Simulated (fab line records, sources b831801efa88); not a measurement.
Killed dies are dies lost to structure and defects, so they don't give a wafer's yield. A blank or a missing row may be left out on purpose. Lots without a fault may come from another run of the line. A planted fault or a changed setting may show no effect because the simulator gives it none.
fab line records | flow sky130
record lots=10 wafers=30 last_day=50
route steps=708 shown METAL2@500 VIA2@531 CAPM@539 PAD_OPEN@708
lots that met no fault: from a run of the same line without faults
start_h: hours from the record's first day to the start of the lot's first wafer shown | wait_h: hours since the lot's step before | " the same as in the row above | L1.1+2: a row that stands for several wafers | - no value, or no start given | * or withheld: withheld | < > ~ a bound
route shown NAME@n: a module of which the file shows steps, and the number in the route of the first | usual: mean/standard deviation of fault-free wafers | same: alike in all rows | chamber/n: place in a boat | sites: the reading at each site | _std_site: their standard deviation | _edge_site: outer sites' mean less inner sites' | radius_mm: how far each site lies from the wafer's centre | mask NAME#n: copy n | behind: the tool/chamber that last shaped the wafer | hold: why the lot was held/for how many hours/how that ended | device: the transistor (n, p or np) that didn't switch | end of line: the same wafers' tests at the end of the route | a step without rows: its recipe alone | killed: dies lost to structure and defects at the first sort, not the wafer's yield | map: a wafer's dies, x killed, . not, _ none there
set.NAME: the setting as run; set.NAME@STEP: as run at that earlier step | model.NAME: the simulator's own value behind a step, which no gauge read
steps of the route over a sample of lots; a table a step, a row a wafer
services: from which hour (start_h, from the record's first day; less than 0 if before it) a tool's chamber was out of use, for how many hours, and why
## steps
# step SKY_METAL2_DESCUM_17
# recipe chemistry=O2 source_power_w=150 bias_power_w=0 pressure_mtorr=10 temp_c=40 time_s=8
# usual drypump_motor_current_A=5.74/0.2 oes_product_au=1.014/0.013
# columns lot.wafer tool chamber start_h wait_h drypump_motor_current_A oes_product_au rf_hours_counter_h
L701.2 rie_metal-02 1 827.25 0.0 5.57 1.005 12
L701.4 " 0 " " 6.00 1.021 -
L701.5 " 0 " " 5.97 1.028 -
L704.2 rie_metal-02 0 850.55 0.0 6.00 1.029 11
L704.3 " 1 " " 5.57 0.991 -
L704.6 " 1 " " 5.57 0.988 -
L705.1 rie_metal-02 1 853.69 0.0 5.55 1.005 13
L705.2 " 0 " " 6.00 1.038 11
L705.6 " 0 " " 5.97 1.036 -
L706.3 rie_metal-02 0 876.86 0.0 5.98 1.041 -
L706.4 " 1 " " 5.56 1.002 -
L706.5 " 1 " " 5.56 0.997 -
L712.2 rie_metal-04 0 907.35 0.0 5.73 1.008 2
L712.3 " 1 " " 5.84 1.020 -
L712.6 " 1 " " 5.82 1.017 -
L713.2 rie_metal-02 1 916.30 0.0 5.58 1.012 -
L713.3 " 1 " " 5.56 1.018 -
L713.5 " 1 " " 5.55 1.007 -
L715.2 rie_metal-02 1 935.32 0.0 5.54 1.002 18
L715.5 " 1 " " 5.53 1.001 -
L715.6 " 0 " " 5.98 1.021 -
L717.4 rie_metal-04 1 936.15 0.0 5.84 1.020 -
L717.5 " 1 " " 5.85 1.016 -
L717.6 " 1 " " 5.82 1.025 -
L719.1 rie_metal-04 0 958.54 0.0 5.72 1.005 4
L719.5 " 1 " " 5.83 1.029 -
L719.6 " 0 " " 5.72 1.011 -
L721.2 rie_metal-04 0 968.75 0.0 5.71 0.994 4
L721.5 " 0 " " 5.73 1.005 -
L721.6 " 1 " " 5.86 1.021 -
# step SKY_VIA2_CMP_24
# recipe stop_on=SiO2 t_overpolish_s=20 down_force_psi=3.5 platen_rpm=60 target_thk_nm=0 pad_velocity_m_s=0.94248
# usual motor_current_A=11.3/1.1 overpolish_run_s=19.999/0.0089 time_to_endpoint_s=102/4.8
# columns lot.wafer tool chamber start_h wait_h motor_current_A overpolish_run_s time_to_endpoint_s
L701.2 cmp-01 0 856.35 0.0 9.5 20.000 105
L701.4 " 1 " " 11.1 20.003 101
L701.5 " 0 " " 10.0 20.004 106
L704.3 cmp-02 3 878.38 0.0 11.2 20.003 95
L704.2 " 0 " " 10.0 20.005 93
L704.6 " 0 " " 9.4 19.991 95
L705.2 cmp-02 0 881.90 0.0 10.0 19.994 99
L705.1 " 2 " " 12.3 19.995 104
L705.6 " 0 " " 9.9 19.992 100
L706.4 cmp-01 2 906.14 0.0 12.1 20.004 109
L706.3 " 3 " " 13.2 20.001 96
L706.5 " 3 " " 13.1 19.983 98
L712.3 cmp-01 1 935.01 0.1 10.4 19.996 103
L712.2 " 2 " " 11.7 19.990 107
L712.6 " 3 " " 13.6 19.995 97
L713.3 cmp-01 0 943.10 0.1 9.6 20.003 104
L713.2 " 1 " " 10.6 19.994 96
L713.5 " 3 " " 13.5 20.005 98
L715.2 cmp-01 2 962.21 0.0 12.2 19.991 102
L715.6 " 2 " " 11.9 20.003 104
L715.5 " 3 " " 13.3 20.006 88
L717.4 cmp-01 0 963.46 0.2 10.4 20.003 103
L717.6 " 1 " " 11.0 19.988 99
L717.5 " 2 " " 11.9 19.993 107
L719.1 cmp-01 2 985.49 0.2 11.6 19.996 110
L719.5 " 3 " " 13.0 20.018 100
L719.6 " 0 " " 9.7 19.996 104
L721.2 cmp-02 1 995.75 0.0 12.3 19.998 101
L721.5 " 1 " " 11.6 19.994 107
L721.6 " 2 " " 12.0 20.008 103
# step SKY_CAPM_SPUTTER_02
# recipe material=TiN target_thk_nm=200 temp_c=300 power_w=6500 time_s=166.7 chamber_pressure_pa=0.4
# usual throttle_valve_pct=29.8/0.81
# columns lot.wafer tool chamber start_h wait_h throttle_valve_pct
L701.2 pvd_sputter-02 - 856.88 0.0 30.2
L701.4 " - " " 29.5
L701.5 " - " " 29.8
L704.2 pvd_sputter-02 - 878.92 0.0 29.2
L704.3 " - " " 30.1
L704.6 " - " " 30.3
L705.1 pvd_sputter-02 - 882.44 0.1 29.6
L705.2 " - " " 28.8
L705.6 " - " " 29.8
L706.3 pvd_sputter-04 - 906.67 0.0 29.6
L706.4 " - " " 29.6
L706.5 " - " " 31.8
L712.2 pvd_sputter-01 - 935.45 0.0 30.9
L712.3 " - " " 29.1
L712.6 " - " " 31.3
L713.2 pvd_sputter-04 - 943.54 0.0 29.4
L713.3 " - " " 29.5
L713.5 " - " " 31.5
L715.2 pvd_sputter-02 - 962.75 0.0 29.9
L715.5 " - " " 29.6
L715.6 " - " " 29.8
L717.4 pvd_sputter-04 - 963.85 0.0 29.6
L717.5 " - " " 29.8
L717.6 " - " " 30.1
L719.1 pvd_sputter-02 - 985.87 0.1 29.8
L719.5 " - " " 28.9
L719.6 " - " " 29.3
L721.2 pvd_sputter-04 - 996.29 0.0 30.2
L721.5 " - " " 29.8
L721.6 " - " " 30.1
# step SKY_CAPM_RS_MEAS_03
# recipe thk_meas_gauge=four-point-probe reads=TiN_of_CAPM_SPUTTER_02
# usual CAPM_TIN_RS=6.90/0.11
# columns lot.wafer tool chamber start_h wait_h CAPM_TIN_RS[ohm/sq]
L701.2 film_metro-01 - 857.01 0.1 6.86
L701.4 " - " " 7.05
L701.5 " - " " 7.00
L704.2 film_metro-03 - 879.05 0.1 7.06
L704.3 " - " " 6.73
L704.6 " - " " 6.75
L705.1 film_metro-03 - 882.54 0.1 6.92
L705.2 " - " " 6.85
L705.6 " - " " 6.91
L706.3 film_metro-03 - 906.82 0.1 7.01
L706.4 " - " " 6.95
L706.5 " - " " 6.88
L712.2 film_metro-03 - 935.59 0.1 6.86
L712.3 " - " " 6.88
L712.6 " - " " 6.85
L713.2 film_metro-03 - 943.67 0.1 6.92
L713.3 " - " " 6.89
L713.5 " - " " 6.78
L715.2 film_metro-01 - 962.88 0.1 6.74
L715.5 " - " " 6.95
L715.6 " - " " 6.75
L717.4 film_metro-03 - 964.02 0.1 6.98
L717.5 " - " " 6.93
L717.6 " - " " 6.82
L719.1 film_metro-04 - 985.98 0.1 6.96
L719.5 " - " " 6.90
L719.6 " - " " 7.03
L721.2 film_metro-04 - 996.42 0.1 6.81
L721.5 " - " " 5.13
L721.6 " - " " 6.78
# step SKY_CAPM_THK_MEAS_04
# recipe thk_meas_gauge=xrf reads=TiN_of_CAPM_SPUTTER_02
# usual CAPM_TIN_THK=198/3.5
# columns lot.wafer tool chamber start_h wait_h CAPM_TIN_THK[nm]
L701.2 film_metro-01 - 857.12 0.1 199
L701.4 " - " " 194
L701.5 " - " " 196
L704.2 film_metro-03 - 879.16 0.1 195
L704.3 " - " " 204
L704.6 " - " " 203
L705.1 film_metro-03 - 882.66 0.1 199
L705.2 " - " " 200
L705.6 " - " " 199
L706.3 film_metro-03 - 906.92 0.1 195
L706.4 " - " " 195
L706.5 " - " " 198
L712.2 film_metro-03 - 935.70 0.1 201
L712.3 " - " " 199
L712.6 " - " " 200
L713.2 film_metro-03 - 943.78 0.1 197
L713.3 " - " " 200
L713.5 " - " " 202
L715.2 film_metro-01 - 962.99 0.1 202
L715.5 " - " " 195
L715.6 " - " " 201
L717.4 film_metro-03 - 964.11 0.1 197
L717.5 " - " " 199
L717.6 " - " " 202
L719.1 film_metro-04 - 986.10 0.1 197
L719.5 " - " " 199
L719.6 " - " " 195
L721.2 film_metro-04 - 996.53 0.1 201
L721.5 " - " " 267
L721.6 " - " " 202
# step SKY_CAPM_METAL_ETCH_13
# recipe target_depth_nm=220 stop_on=SiO2 chemistry=Cl2/BCl3 target=TiN pressure_mtorr=10 icp_w=900 bias_w=48.5 Cl2_flow_sccm=60 bcl3_flow_sccm=30 time_s=62.9
# usual drypump_motor_current_A=6.0/0.31 mfc_cl2_sccm=60.01/0.19 oes_product_au=0.942/0.01 throttle_valve_pct=21.901/0.012
# columns lot.wafer tool chamber start_h wait_h drypump_motor_current_A mfc_cl2_sccm oes_product_au rf_hours_counter_h throttle_valve_pct
L701.2 rie_metal-01 1 882.43 0.0 5.5 59.95 0.946 17 21.920
L701.4 " 1 " " 5.5 60.07 0.934 - 21.911
L701.5 " 0 " " 6.1 60.09 0.940 - 21.906
L704.2 rie_metal-02 1 904.88 0.0 5.6 59.93 0.925 16 21.914
L704.3 " 1 " " 5.5 60.01 0.951 - 21.901
L704.6 " 1 " " 5.6 60.06 0.954 - 21.896
L705.1 rie_metal-03 0 908.73 0.0 5.9 60.15 0.947 15 21.912
L705.2 " 1 " " 6.4 60.08 0.942 5 21.926
L705.6 " 0 " " 5.9 59.82 0.942 - 21.905
L706.3 rie_metal-03 1 931.41 0.0 6.5 59.77 0.939 - 21.914
L706.4 " 0 " " 5.9 60.21 0.935 - 21.884
L706.5 " 0 " " 5.9 60.13 0.946 - 21.891
L712.2 rie_metal-03 1 958.83 0.0 6.4 59.93 0.944 7 21.910
L712.3 " 1 " " 6.4 60.16 0.950 - 21.911
L712.6 " 1 " " 6.5 59.84 0.941 - 21.897
L713.2 rie_metal-03 1 967.28 0.0 6.4 60.16 0.941 7 21.905
L713.3 " 0 " " 5.9 59.75 0.939 - 21.895
L713.5 " 0 " " 5.9 59.57 0.959 - 21.892
L715.2 rie_metal-02 0 987.18 0.0 6.0 60.01 0.959 18 21.885
L715.5 " 0 " " 6.0 59.57 0.945 - 21.901
L715.6 " 1 " " 5.6 60.15 0.959 - 21.879
L717.4 rie_metal-03 0 988.36 0.0 5.9 60.10 0.936 - 21.906
L717.5 " 1 " " 6.4 60.06 0.942 - 21.917
L717.6 " 0 " " 5.9 59.84 0.946 - 21.893
L719.1 rie_metal-03 1 1009.48 0.0 6.4 59.60 0.937 9 21.909
L719.5 " 1 " " 6.4 60.13 0.947 - 21.911
L719.6 " 0 " " 5.9 60.10 0.930 - 21.902
L721.2 rie_metal-03 0 1018.88 0.0 5.9 60.07 0.952 20 21.918
L721.5 " 0 " " 5.9 60.13 1.031 - 21.854
L721.6 " 1 " " 6.4 59.94 0.955 - 21.880
# step SKY_CAPM_STRIP_14
# recipe chemistry=O2/N2 power_w=1400 pressure_mtorr=1500 platen_temp_c=withheld o2_flow_sccm=3000 n2_flow_sccm=300 overash_fraction=0.5
# usual drypump_motor_current_A=5.5/0.53 oes_product_au=0.710/0.004 strip_time_to_endpoint_s=12.59/0.047
# columns lot.wafer tool chamber start_h wait_h drypump_motor_current_A oes_product_au rf_hours_counter_h strip_time_to_endpoint_s
L701.2 plasma_asher-03 0 882.51 0.1 6.1 0.711 111 12.62
L701.4 " 1 " " 6.0 0.711 - 12.63
L701.5 " 0 " " 6.1 0.710 - 12.67
L704.2 plasma_asher-02 0 904.96 0.1 5.2 0.718 48 12.62
L704.3 " 0 " " 5.2 0.716 - 12.61
L704.6 " 1 " " 5.1 0.705 - 12.69
L705.1 plasma_asher-03 1 908.81 0.1 6.0 0.704 114 12.57
L705.2 " 0 " " 6.1 0.714 114 12.53
L705.6 " 1 " " 6.0 0.710 - 12.57
L706.3 plasma_asher-03 0 931.49 0.1 6.1 0.707 - 12.61
L706.4 " 1 " " 6.0 0.705 - 12.56
L706.5 " 0 " " 6.1 0.711 - 12.56
L712.2 plasma_asher-04 0 958.91 0.1 4.8 0.714 24 12.58
L712.3 " 1 " " 6.1 0.710 - 12.62
L712.6 " 1 " " 6.1 0.710 - 12.62
L713.2 plasma_asher-03 1 967.36 0.1 6.0 0.711 120 12.53
L713.3 " 0 " " 6.1 0.706 - 12.50
L713.5 " 1 " " 6.0 0.707 - 12.48
L715.2 plasma_asher-03 0 987.26 0.1 6.1 0.704 122 12.57
L715.5 " 1 " " 5.9 0.705 - 12.61
L715.6 " 0 " " 6.1 0.707 - 12.65
L717.4 plasma_asher-03 1 988.44 0.1 5.9 0.716 - 12.57
L717.5 " 0 " " 6.1 0.710 - 12.56
L717.6 " 1 " " 6.0 0.712 - 12.56
L719.1 plasma_asher-02 1 1009.56 0.1 5.1 0.712 59 12.54
L719.5 " 1 " " 5.1 0.707 - 12.56
L719.6 " 0 " " 5.2 0.708 - 12.54
L721.2 plasma_asher-04 0 1018.96 0.1 4.8 0.708 30 12.59
L721.5 " 1 " " 6.1 0.716 - 12.57
L721.6 " 0 " " 4.8 0.709 - 12.62
# step SKY_PAD_OPEN_PROBE_99
# usual defect_limited_yield=82.7/2 killed_at_M0_to_M3=42/6.7 killed_at_M4_up=3.3/2.1 killed_at_contacts=24/5.1 killed_at_front_end=15/4.6 killed_at_other=0.3/0.58 killed_dies=85/9.9 killed_open=46/6.9 killed_short=38/7
# same gross_dies=492 killed_at_back_side=0
# columns lot.wafer tool chamber start_h wait_h defect_limited_yield[%] killed_at_M0_to_M3 killed_at_M4_up killed_at_contacts killed_at_front_end killed_at_other killed_dies killed_open killed_short
L704.2 prober-02 - 1097.88 0.1 83.3 44 2 23 13 0 82 44 38
L704.3 prober-02 - 1097.93 0.2 83.3 40 4 23 15 0 82 39 43
L704.6 prober-02 - 1098.08 0.2 82.9 38 2 29 14 1 84 52 32
L706.3 prober-02 - 1120.21 0.2 82.9 44 4 26 10 0 84 50 33
L706.4 prober-02 - 1120.26 0.2 81.5 52 5 17 17 0 91 46 45
L706.5 prober-02 - 1120.31 0.2 82.3 50 2 21 13 1 87 35 50
L712.2 prober-02 - 1145.77 0.1 83.9 45 1 19 14 0 79 43 36
L712.3 prober-02 - 1145.82 0.2 83.1 37 3 23 19 1 83 33 50
L712.6 prober-02 - 1145.97 0.2 80.1 45 2 40 11 0 98 53 45
L713.2 prober-01 - 1152.72 0.1 84.1 37 2 29 10 0 78 46 31
L713.3 prober-01 - 1152.77 0.2 80.7 58 4 21 11 1 95 53 41
L713.5 prober-01 - 1152.87 0.2 86.2 33 3 20 10 2 68 32 36
L717.4 prober-01 - 1167.47 0.2 82.9 39 3 25 16 1 84 44 40
L717.5 prober-01 - 1167.52 0.2 80.3 43 3 28 23 0 97 55 41
L717.6 prober-01 - 1167.57 0.2 83.7 35 2 24 19 0 80 45 35
# killed by level:class
L704.2 VIA2:geometric_particle:open=9 VIA3:geometric_particle:open=8 METAL1:geometric_particle:short=7 LI_CONTACT:geometric_particle:open=7 CONTACT:geometric_particle:open=7 LOCAL_INTERCONNECT:geometric_particle:short=5 VIA2:geometric_particle:short=4 METAL3:geometric_particle:short=4
L704.3 VIA3:geometric_particle:open=11 LI_CONTACT:geometric_particle:open=9 METAL2:geometric_particle:short=7 FIELD_ISO:geometric_particle:short=6 VIA1:geometric_particle:short=6 METAL1:geometric_particle:short=6 VIA1:geometric_particle:open=5 LOCAL_INTERCONNECT:geometric_particle:short=5
L704.6 VIA1:geometric_particle:open=13 CONTACT:geometric_particle:open=12 LI_CONTACT:geometric_particle:open=10 METAL1:geometric_particle:short=5 VIA2:geometric_particle:open=5 FIELD_ISO:geometric_particle:short=4 POLY_GATE:geometric_particle:short=3 LI_CONTACT:geometric_particle:short=3
L706.3 CONTACT:geometric_particle:open=16 VIA1:geometric_particle:open=14 LI_CONTACT:geometric_particle:open=6 VIA1:geometric_particle:short=6 METAL2:geometric_particle:short=5 VIA3:geometric_particle:open=5 METAL1:geometric_particle:short=4 VIA3:geometric_particle:short=4
L706.4 VIA3:geometric_particle:open=12 VIA1:geometric_particle:open=11 METAL1:geometric_particle:short=8 VIA1:geometric_particle:short=7 POLY_GATE:geometric_particle:short=5 CONTACT:geometric_particle:open=5 VIA2:geometric_particle:open=5 FIELD_ISO:geometric_particle:short=4
L706.5 METAL1:geometric_particle:short=9 METAL2:geometric_particle:short=9 VIA2:geometric_particle:open=8 VIA1:geometric_particle:open=6 CONTACT:geometric_particle:open=5 VIA3:geometric_particle:short=5 LI_CONTACT:geometric_particle:open=4 LOCAL_INTERCONNECT:geometric_particle:short=4
L712.2 METAL2:geometric_particle:short=9 VIA1:geometric_particle:open=8 FIELD_ISO:geometric_particle:short=5 LI_CONTACT:geometric_particle:open=5 CONTACT:geometric_particle:open=5 VIA3:geometric_particle:open=5 VIA2:geometric_particle:open=5 CONTACT:geometric_particle:short=4
L712.3 VIA1:geometric_particle:short=9 VIA1:geometric_particle:open=6 LI_CONTACT:geometric_particle:open=6 LOCAL_INTERCONNECT:geometric_particle:short=6 METAL2:geometric_particle:short=5 CONTACT:geometric_particle:open=5 FIELD_ISO:geometric_particle:short=4 METAL3:geometric_particle:short=4
L712.6 CONTACT:geometric_particle:open=17 VIA1:geometric_particle:open=13 METAL1:geometric_particle:short=8 LI_CONTACT:geometric_particle:open=7 CONTACT:geometric_particle:short=6 LOCAL_INTERCONNECT:geometric_particle:short=5 VIA2:geometric_particle:open=5 VIA3:geometric_particle:open=5
L713.2 CONTACT:geometric_particle:open=13 LI_CONTACT:geometric_particle:open=8 METAL1:geometric_particle:short=7 VIA1:geometric_particle:open=7 VIA2:geometric_particle:open=6 LOCAL_INTERCONNECT:geometric_particle:short=4 METAL2:geometric_particle:short=4 POLY_GATE:geometric_particle:short=3
L713.3 VIA1:geometric_particle:open=15 CONTACT:geometric_particle:open=10 VIA2:geometric_particle:open=9 VIA2:geometric_particle:short=8 VIA3:geometric_particle:open=7 METAL2:geometric_particle:short=6 CONTACT:geometric_particle:short=5 POLY_GATE:geometric_particle:short=4
L713.5 CONTACT:geometric_particle:open=6 VIA3:geometric_particle:open=6 LI_CONTACT:geometric_particle:open=5 METAL1:geometric_particle:short=5 VIA2:geometric_particle:open=5 LI_CONTACT:geometric_particle:short=4 METAL2:geometric_particle:short=4 POLY_GATE:geometric_particle:open=3
L717.4 VIA1:geometric_particle:open=13 CONTACT:geometric_particle:open=10 LI_CONTACT:geometric_particle:open=7 METAL1:geometric_particle:short=6 POLY_GATE:geometric_particle:short=5 VIA2:geometric_particle:open=5 FIELD_ISO:geometric_particle:short=4 VIA3:geometric_particle:open=4
L717.5 VIA1:geometric_particle:open=15 FIELD_ISO:geometric_particle:open=9 LI_CONTACT:geometric_particle:open=8 CONTACT:geometric_particle:short=8 FIELD_ISO:geometric_particle:short=7 VIA2:geometric_particle:open=7 CONTACT:geometric_particle:open=6 LOCAL_INTERCONNECT:geometric_particle:short=4
L717.6 CONTACT:geometric_particle:open=10 VIA1:geometric_particle:open=10 LI_CONTACT:geometric_particle:open=7 FIELD_ISO:geometric_particle:short=6 VIA3:geometric_particle:short=6 VIA1:geometric_particle:short=5 METAL1:geometric_particle:short=5 POLY_GATE:geometric_particle:open=4
## services
# columns tool chamber start_h hours kind
rie_metal-01 0 808.99 48.4 repair
cmp-02 - 829.25 1.9 repair
rie_metal-03 1 835.88 4.2 repair
pvd_sputter-01 - 848.94 5.2 repair
rie_metal-01 1 863.65 7.3 repair
rie_metal-01 - 882.57 28.1 pm
pvd_sputter-04 - 886.75 3.0 repair
plasma_asher-02 - 900.31 1.4 repair
plasma_asher-04 - 903.98 1.1 repair
rie_metal-02 0 907.79 10.5 repair
cmp-02 - 912.19 4.0 pm
cmp-01 - 916.53 4.3 repair
rie_metal-04 0 932.06 16.6 repair
cmp-02 - 934.79 0.2 repair
cmp-02 - 950.44 1.7 repair
rie_metal-03 - 953.22 0.9 repair
cmp-01 - 956.73 0.9 repair
cmp-01 - 975.58 2.5 repair
cmp-02 - 982.65 5.8 pm
plasma_asher-04 - 985.11 4.7 repair
plasma_asher-03 - 994.13 20.8 pm
pvd_sputter-02 - 995.14 1.4 repair
pvd_sputter-04 - 1004.48 15.0 repair
cmp-01 - 1012.97 3.0 repair
## key
first_sign step=SKY_CAPM_RS_MEAS_03 reading=CAPM_TIN_RS direction=down sigmas=16 usual=6.90 struck=5.13
effect step=SKY_CAPM_THK_MEAS_04 reading=CAPM_TIN_THK direction=up sigmas=20 usual=198 struck=267
effect step=SKY_CAPM_METAL_ETCH_13 reading=oes_product_au direction=up sigmas=8.9 usual=0.942 struck=1.031
met_at SKY_CAPM_SPUTTER_02
struck_lots L721
struck_wafers L721.5
not_acting_at SKY_METAL2_DESCUM_17,SKY_VIA2_CMP_24,SKY_CAPM_STRIP_14
onset_between 943.54 996.29
fault kind=process_parameter_drift tool=pvd_sputter-04 chamber=- onset_h=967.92 steps=SKY_CAPM_SPUTTER_02 channel=target_thk_nm offset=66.409 shape=step end_h=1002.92 acts_in=these_recipes_only stated=200 scope=struck_wafers_only
